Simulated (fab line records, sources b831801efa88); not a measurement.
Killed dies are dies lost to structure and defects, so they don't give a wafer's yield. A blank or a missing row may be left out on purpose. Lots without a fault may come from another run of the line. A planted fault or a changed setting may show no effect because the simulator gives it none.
A struck lot beside a sound one | flow sky130 | 25 steps out of a route of 708
Sound: wafers L146.1, L146.2, L146.5. Struck: wafers L147.3, L147.4, L147.5. The cause comes at the end.
At each step with rows: each side's tool, then ch and its chambers, then its first start. Under that, the readings that differ: sound wafers | struck wafers | difference of the means | sigmas: that difference in standard deviations of wafers without a fault.
alike: readings whose means differ by less than 2 such deviations, and words and numbers that are the same on both sides. not compared: withheld readings, readings that some wafer has no value for, bounds like >300 that may hide the same value, and numbers for which the record gives no deviation and whose values overlap.
The two part at a step that has a row with sigmas, a row that says differs or no value, or rows on one side only. Numbers that don't overlap but have no deviation are shown without sigmas and don't part them. A reading that every wafer of one side lacks parts them only if that side has two wafers or more.

SKY_NWELL_RS_MEAS_31: measures by four-point-probe.
  sound on film_metro-01, day 7 09:33; struck on film_metro-03, day 7 14:04
  alike: PWDE_RS
then, 7 steps without rows for these wafers: SKY_VT_ADJUST_HVTP_DEHYDRATE_00 (time 60 s); SKY_VT_ADJUST_HVTP_HMDS_01 (prime time 60 s); SKY_VT_ADJUST_HVTP_COAT_02 (resist thk 1140 nm); SKY_VT_ADJUST_HVTP_SOFTBAKE_03 (time 60 s); SKY_VT_ADJUST_HVTP_EXPOSE_04 (exposes mask HVTPM, target cd 380 nm); SKY_VT_ADJUST_HVTP_PEB_05; SKY_VT_ADJUST_HVTP_DEVELOP_06 (develop time 60 s).
SKY_VT_ADJUST_HVTP_CD_MEAS_07: target cd 380 nm.
  sound on cd_sem-01, day 8 05:11; struck on cd_sem-02, day 8 10:54
  alike: cd_nm
SKY_VT_ADJUST_HVTP_OVL_MEAS_08:
  sound on overlay-02, day 8 05:19; struck on overlay-02, day 8 10:59
  alike: VT_ADJUST_HVTP_OVL
then, 1 step without rows for these wafers: SKY_VT_ADJUST_HVTP_IMPLANT_09.
SKY_VT_ADJUST_HVTP_STRIP_10: strips in O2/N2.
  sound on plasma_asher-02 ch 0,1, day 8 05:29; struck on plasma_asher-02 ch 0,1, day 8 11:12
  reading                                             | sound             | struck            | difference                    | sigmas
  oes_product_au (a.u.)                               | 0.706 0.705 0.716 | 0.937 0.940 0.946 | +0.232                        | +50
  strip_time_to_endpoint_s (s)                        | 14.23 14.21 14.18 | - - -             | no value on the struck wafers |
  model.NOVOLAK_of_VT_ADJUST_HVTP_COAT_02.thk_nm (nm) | 0 0 0             | 340.4 340.7 339.3 | +340.1                        |
  alike: drypump_motor_current_A
  not compared: rf_hours_counter_h
SKY_VT_ADJUST_HVTP_TW_MEAS_11:
  sound on film_metro-04, day 8 05:35; struck on film_metro-04, day 8 11:17
  alike: VT_ADJUST_HVTP_TW
then, 7 steps without rows for these wafers: SKY_VT_ADJUST_LVTN_DEHYDRATE_00 (time 60 s); SKY_VT_ADJUST_LVTN_HMDS_01 (prime time 60 s); SKY_VT_ADJUST_LVTN_COAT_02 (resist thk 3000 nm); SKY_VT_ADJUST_LVTN_SOFTBAKE_03; SKY_VT_ADJUST_LVTN_EXPOSE_04 (exposes mask NWM COMPLEMENT LESS NATIVE, target cd 840 nm); SKY_VT_ADJUST_LVTN_PEB_05; SKY_VT_ADJUST_LVTN_DEVELOP_06 (develop time 60 s).
SKY_VT_ADJUST_LVTN_OVL_MEAS_07:
  sound on overlay-02, day 9 02:31; struck on overlay-01, day 9 08:52
  alike: VT_ADJUST_LVTN_OVL
then, 1 step without rows for these wafers: SKY_VT_ADJUST_LVTN_IMPLANT_08.
SKY_VT_ADJUST_LVTN_STRIP_09: strips in O2/N2.
  sound on plasma_asher-03 ch 0,1, day 9 02:42; struck on plasma_asher-04 ch 0,1, day 9 09:05
  reading                      | sound             | struck            | difference | sigmas
  strip_time_to_endpoint_s (s) | 37.08 36.96 36.95 | 41.88 41.82 41.83 | +4.85      | +37
  alike: drypump_motor_current_A, oes_product_au
  not compared: rf_hours_counter_h
SKY_VT_ADJUST_LVTN_TW_MEAS_10:
  sound on film_metro-01, day 9 02:48; struck on film_metro-04, day 9 09:10
  reading           | sound             | struck         | difference | sigmas
  VT_ADJUST_LVTN_TW | 243.9 244.6 245.8 | 30.0 30.0 30.1 | -214.7     | -72
then, 1 step without rows for these wafers: SKY_VT_ADJUST_LVTN_DEHYDRATE_11 (time 60 s).

WHERE THEY PART
First at SKY_VT_ADJUST_HVTP_STRIP_10; last, within this record, at SKY_VT_ADJUST_LVTN_TW_MEAS_10.

WHY: what the simulator had put in
Strip aborted: plasma_asher-02, from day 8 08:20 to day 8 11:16, at SKY_VT_ADJUST_HVTP_STRIP_10. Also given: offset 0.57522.
